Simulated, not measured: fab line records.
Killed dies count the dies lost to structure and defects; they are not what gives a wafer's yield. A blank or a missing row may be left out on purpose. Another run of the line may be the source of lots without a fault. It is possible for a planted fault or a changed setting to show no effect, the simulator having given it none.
Matching of chambers | flow sky130 | rieDiel-04 running SKY_METAL4_ETCH_17: 4 sister chambers
The step etches SiO2 in C4F8/O2/Ar, stops on TiN, time 3.9 s, target depth 15 nm. 22 wafers are shown with their chamber, then 11 later ones without.

WAFERS PAIRED WITH THEIR CHAMBERS
wafer  | chamber | oesProductAu (a.u.) | chamberPressureMTorr (mTorr)
L074.1 | 0       | 0.755               | 39.97
L074.5 | 0       | 0.753               | 40.03
L074.6 | 3       | 0.758               | 39.99
L075.3 | 0       | 0.747               | 40.01
L075.4 | 2       | 0.756               | 39.97
L075.5 | 2       | 0.750               | 39.91
L081.2 | 1       | 0.750               | 40.06
L081.3 | 2       | 0.756               | 40.06
L081.5 | 1       | 0.752               | 39.94
L083.1 | 3       | 0.749               | 40.01
L083.4 | 1       | 0.752               | 40.04
L083.6 | 0       | 0.765               | 40.02
L084.4 | 0       | 0.762               | 39.97
L084.5 | 3       | 0.760               | 39.99
L084.6 | 1       | 0.746               | 39.98
L087.1 | 1       | 0.754               | 39.96
L087.3 | 3       | 0.753               | 39.97
L087.4 | 2       | 0.760               | 40.06
L088.1 | 2       | 0.747               | 39.96
L088.2 | 1       | 0.766               | 39.97
L088.3 | 0       | 0.740               | 39.99
L090.3 | 0       | 0.748               | 39.98

SIGNATURES, as means of the wafers listed above
reading              | chamber 0 | chamber 1 | chamber 2 | chamber 3 | scatter within a chamber
oesProductAu         | 0.75286   | 0.75333   | 0.75380   | 0.75500   | 0.00696
chamberPressureMTorr | 39.9957   | 39.9917   | 39.9920   | 39.9900   | 0.0429
Rule: for a wafer and a chamber, the distance is found by dividing, reading by reading, the gap between the wafer's reading and the chamber's mean by the reading's scatter, squaring, summing and taking the root. The wafer belongs to the nearest chamber; if the next one is less than 2 further off, it can't be placed. The scatter: the root of (the sum of the squares of (reading less its chamber's mean) over the shown wafers, divided by (wafers less chambers)).

WAFERS WHOSE CHAMBER IS MISSING
wafer  | oesProductAu (a.u.) | chamberPressureMTorr (mTorr)
L090.5 | 0.741               | 39.98
L090.6 | 0.756               | 39.97
L093.1 | 0.762               | 39.92
L093.3 | 0.749               | 39.93
L093.4 | 0.764               | 40.01
L096.2 | 0.753               | 40.01
L096.3 | 0.760               | 40.01
L096.6 | 0.763               | 40.06
L097.3 | 0.748               | 39.99
L097.4 | 0.759               | 39.99
L097.6 | 0.764               | 40.01

CHAMBER TAKEN BY EACH
wafer  | from the rows above               | in truth
L090.5 | can't be placed: 0 or 1 or 2 or 3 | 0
L090.6 | can't be placed: 3 or 2 or 1 or 0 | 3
L093.1 | can't be placed: 3 or 2 or 1 or 0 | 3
L093.3 | can't be placed: 1 or 2 or 0 or 3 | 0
L093.4 | can't be placed: 3 or 2 or 1 or 0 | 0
L096.2 | can't be placed: 0 or 1 or 2 or 3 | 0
L096.3 | can't be placed: 3 or 2 or 1 or 0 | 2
L096.6 | can't be placed: 3 or 2 or 0 or 1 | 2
L097.3 | can't be placed: 0 or 1 or 2 or 3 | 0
L097.4 | can't be placed: 3 or 2 or 1 or 0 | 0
L097.6 | can't be placed: 3 or 2 or 1 or 0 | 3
Correctly placed: 0 of 11. Cannot be placed on the basis of these rows: 11; the candidates contain the true chamber in 11. 0 placed wrongly.
